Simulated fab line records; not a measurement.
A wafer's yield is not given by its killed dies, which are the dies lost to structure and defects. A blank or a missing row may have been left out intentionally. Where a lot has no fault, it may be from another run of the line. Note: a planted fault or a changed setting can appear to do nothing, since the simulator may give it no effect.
Which tool did it? + flow gf180mcu + 39 wafers from 13 lots sampled at 4 of the route's 602 steps

== WHAT THE GAUGES READ, wafer by wafer ==
GF_HV_LDD_THK_MEAS_57.
| lot  | measured     | on            | HV_LDD_CVD_56_THK (nm) |
|------|--------------|---------------|------------------------|
| L694 | day 12 18:20 | film-metro-02 | 91.4 91.1 92.0         |
| L695 | day 12 22:05 | film-metro-02 | 88.8 88.2 89.0         |
| L696 | day 13 10:03 | film-metro-04 | 90.3 90.0 89.8         |
| L697 | day 13 12:32 | film-metro-04 | 89.9 88.9 89.1         |
| L698 | day 14 07:35 | film-metro-02 | 90.8 90.8 90.2         |
| L700 | day 14 11:46 | film-metro-02 | 89.7 90.4 90.2         |
| L702 | day 15 02:28 | film-metro-04 | 88.9 88.7 89.1         |
| L704 | day 16 02:34 | film-metro-03 | 89.9 90.2 90.2         |
| L709 | day 17 22:02 | film-metro-04 | 88.8 88.6 89.1         |
| L710 | day 17 23:56 | film-metro-03 | 90.7 90.2 90.8         |
| L712 | day 18 18:04 | film-metro-02 | 89.9 89.1 90.0         |
| L715 | day 19 14:38 | film-metro-03 | 89.7 89.7 89.2         |
| L717 | day 20 05:52 | film-metro-03 | 89.4 88.9 89.4         |

GF_SAB_THK_MEAS_01.
| lot  | measured     | on            | SAB_CVD_00_THK (nm)           |
|------|--------------|---------------|-------------------------------|
| L694 | day 14 11:33 | film-metro-01 | 49.2 50.1 50.3                |
| L695 | day 14 16:34 | film-metro-04 | 49.8 49.8 50.0                |
| L696 | day 15 05:05 | film-metro-03 | 49.6 49.7 49.7                |
| L697 | day 15 07:42 | film-metro-03 | 49.5 49.1 49.7                |
| L698 | day 16 03:34 | film-metro-03 | 49.2 49.4 42.5 49.3 49.4 42.4 |
| L700 | day 16 08:20 | film-metro-04 | 42.2 50.0 49.4 42.2 50.0 49.4 |
| L702 | day 16 23:13 | film-metro-04 | 50.0 48.2 49.8                |
| L704 | day 18 01:37 | film-metro-04 | 49.3 43.2 49.8 49.3 43.3 49.8 |
| L709 | day 19 23:49 | film-metro-04 | 49.9 50.6 49.3                |
| L710 | day 20 00:23 | film-metro-03 | 49.6 50.0 49.6                |
| L712 | day 20 19:59 | film-metro-04 | 50.4 49.2 50.5                |
| L715 | day 21 16:25 | film-metro-04 | 49.8 48.1 50.3                |
| L717 | day 22 06:58 | film-metro-03 | 49.8 50.3 50.5                |

GF_SAB_CD_MEAS_09 targets a cd of 420 nm.
| lot  | measured     | on        | cd-nm (nm)        |
|------|--------------|-----------|-------------------|
| L694 | day 15 08:44 | cd-sem-02 | 419.9 421.8 420.6 |
| L695 | day 15 14:17 | cd-sem-01 | 420.8 423.0 422.6 |
| L696 | day 16 01:54 | cd-sem-01 | 420.8 424.3 423.9 |
| L697 | day 16 04:40 | cd-sem-01 | 419.5 422.0 420.8 |
| L698 | day 17 02:13 | cd-sem-02 | 419.2 419.6 419.4 |
| L700 | day 17 07:01 | cd-sem-01 | 419.0 417.5 419.0 |
| L702 | day 17 22:10 | cd-sem-01 | 421.7 420.4 421.2 |
| L704 | day 19 01:20 | cd-sem-01 | 416.6 417.3 419.4 |
| L709 | day 20 23:44 | cd-sem-02 | 424.4 420.6 421.4 |
| L710 | day 20 23:59 | cd-sem-02 | 419.6 419.9 419.2 |
| L712 | day 21 19:40 | cd-sem-02 | 422.0 421.6 420.2 |
| L715 | day 22 15:23 | cd-sem-02 | 417.8 417.6 417.2 |
| L717 | day 23 05:41 | cd-sem-02 | 418.5 415.8 419.2 |

== EACH LOT AND THE TOOL THAT RAN IT (in order: tool; ch and the chambers of the sampled wafers; start) ==
| lot  | GF_SAB_CVD_00                   |
|------|---------------------------------|
| L694 | pecvd-04 ch 0,1, day 14 11:32   |
| L695 | pecvd-03 ch 0,2, day 14 16:32   |
| L696 | pecvd-02 ch 0,1,2, day 15 05:03 |
| L697 | pecvd-03 ch 0,2, day 15 07:41   |
| L698 | pecvd-03 ch 0,1,2, day 16 03:33 |
| L700 | pecvd-03 ch 0,1,2, day 16 08:18 |
| L702 | pecvd-04 ch 0,1,2, day 16 23:12 |
| L704 | pecvd-03 ch 0,1,2, day 18 01:35 |
| L709 | pecvd-04 ch 0,1, day 19 23:47   |
| L710 | pecvd-02 ch 0,1,2, day 20 00:21 |
| L712 | pecvd-04 ch 0,1, day 20 19:58   |
| L715 | pecvd-04 ch 0,1,2, day 21 16:18 |
| L717 | pecvd-04 ch 1,2, day 22 06:56   |
- GF_SAB_CVD_00: deposits SiO2 from TEOS, target thk 50 nm, time 4.9302 s.

== AS READ BY THE TOOLS THEMSELVES (means over the sampled wafers that have a number; for cases with no such wafer, the mark the record gives instead) ==
GF_SAB_CVD_00.
| lot  | tool     | heater-power-w (W) | susceptor-temp-C (C) |
|------|----------|--------------------|----------------------|
| L694 | pecvd-04 | 707                | 400.24               |
| L695 | pecvd-03 | 660                | 400.32               |
| L696 | pecvd-02 | 691                | 399.88               |
| L697 | pecvd-03 | 608                | 400.07               |
| L698 | pecvd-03 | 656                | 399.99               |
| L700 | pecvd-03 | 710                | 400.00               |
| L702 | pecvd-04 | 707                | 399.88               |
| L704 | pecvd-03 | 666                | 400.06               |
| L709 | pecvd-04 | 640                | 400.04               |
| L710 | pecvd-02 | 654                | 400.27               |
| L712 | pecvd-04 | 632                | 399.98               |
| L715 | pecvd-04 | 691                | 399.88               |
| L717 | pecvd-04 | 719                | 399.73               |

== THE ANSWER, worked out from the rows above alone ==
Rule: the lots themselves supply what counts as usual. Put in order of their means at a reading, lots are off if they are a third of the lots or fewer, leave a main group of 4 or more, and stand apart from it by a gap of 3 or more times the standard deviation of the main group's means; of several such gaps the widest counts. If all means in a main group match to the digits the tables above print for the reading, that group is not used. Also off: a lot with no number at a reading for which 4 or more lots have one. Where the step has rows for the other lots, those lots are counted as sound. After the gauges, taken in route order, come the tools' own readings; for these a lot's mean is taken, as printed above. The first step at which some lot is off is used, and at that step the reading that is off furthest; a lot without a number counts as furthest.
Off: L698, L700, L704, seen at GF_SAB_THK_MEAS_01 (SAB_CVD_00_THK). For the main group the mean is 49.7 nm and the standard deviation 0.27.
A tool fits if, at a process step before that reading, it ran every lot that is off, and no sound lot after the first of them. Those tools and the gauges at GF_SAB_THK_MEAS_01 are tried in the same way. One candidate fits, namely pecvd-03 at GF_SAB_CVD_00. A fault onset in the window from L697 (day 15 07:41, its last sound lot) to L698 (day 16 03:33, its first lot off) fits.

== WHAT THE SIMULATOR HAD INSERTED ==
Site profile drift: pecvd-03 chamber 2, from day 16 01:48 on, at GF_SAB_CVD_00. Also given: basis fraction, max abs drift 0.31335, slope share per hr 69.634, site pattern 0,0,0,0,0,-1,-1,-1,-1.
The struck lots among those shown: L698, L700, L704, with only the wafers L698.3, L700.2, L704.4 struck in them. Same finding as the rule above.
